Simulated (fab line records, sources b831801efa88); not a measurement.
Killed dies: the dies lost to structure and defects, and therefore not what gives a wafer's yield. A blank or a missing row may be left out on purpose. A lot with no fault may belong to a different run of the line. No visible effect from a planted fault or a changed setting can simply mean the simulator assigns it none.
What tool caused it? -- flow sky130 -- route of 708 steps, sampled at 1 step: 12 lots, 36 wafers

WHAT EACH GAUGE READ, for each wafer
SKY_LDD_HVN_OVL_MEAS_07.
lot,measured,on,LDD_HVN_OVL (nm)
L075,day 21 09:58,overlay-02,1.9 1.6 0.9
L077,day 22 03:40,overlay-02,1.4 1.0 3.4
L079,day 23 00:58,overlay-02,1.1 2.8 2.0
L082,day 24 02:25,overlay-01,2.1 2.2 3.0
L083,day 24 08:52,overlay-02,1.8 1.9 1.8
L086,day 24 18:25,overlay-01,2.5 3.5 1.6
L085,day 25 02:53,overlay-02,0.0 0.0 1.3
L089,day 25 23:35,overlay-02,1.5 0.3 2.3
L091,day 26 19:25,overlay-01,1.0 0.4 1.0
L094,day 27 05:58,overlay-01,4.0 4.1 4.3
L095,day 28 00:55,overlay-02,0.3 -0.2 1.8
L097,day 28 08:49,overlay-02,-2.3 1.3 0.4

WHICH TOOL RAN EACH LOT (tool, then ch and the chambers of the sampled wafers, then the start)
The record holds no process step before these readings.

THE ANSWER, worked out from the rows above alone
Rule: usual is defined by the lots themselves. The widest of any qualifying gaps counts: lots, ordered by their means at a reading, are off when they make up no more than a third of the lots, leave a main group of 4 or more, and stand apart from it by 3 or more times the standard deviation of that group's means. A main group whose means are all the same, to the digits that the tables above print for the reading, isn't used. Also off: a lot with no number at a reading for which 4 or more lots have one. Any other lot the step has rows for is counted as sound.
Across all readings shown, no lot is off: no conclusion can be drawn from this.

WHAT THE SIMULATOR PUT IN
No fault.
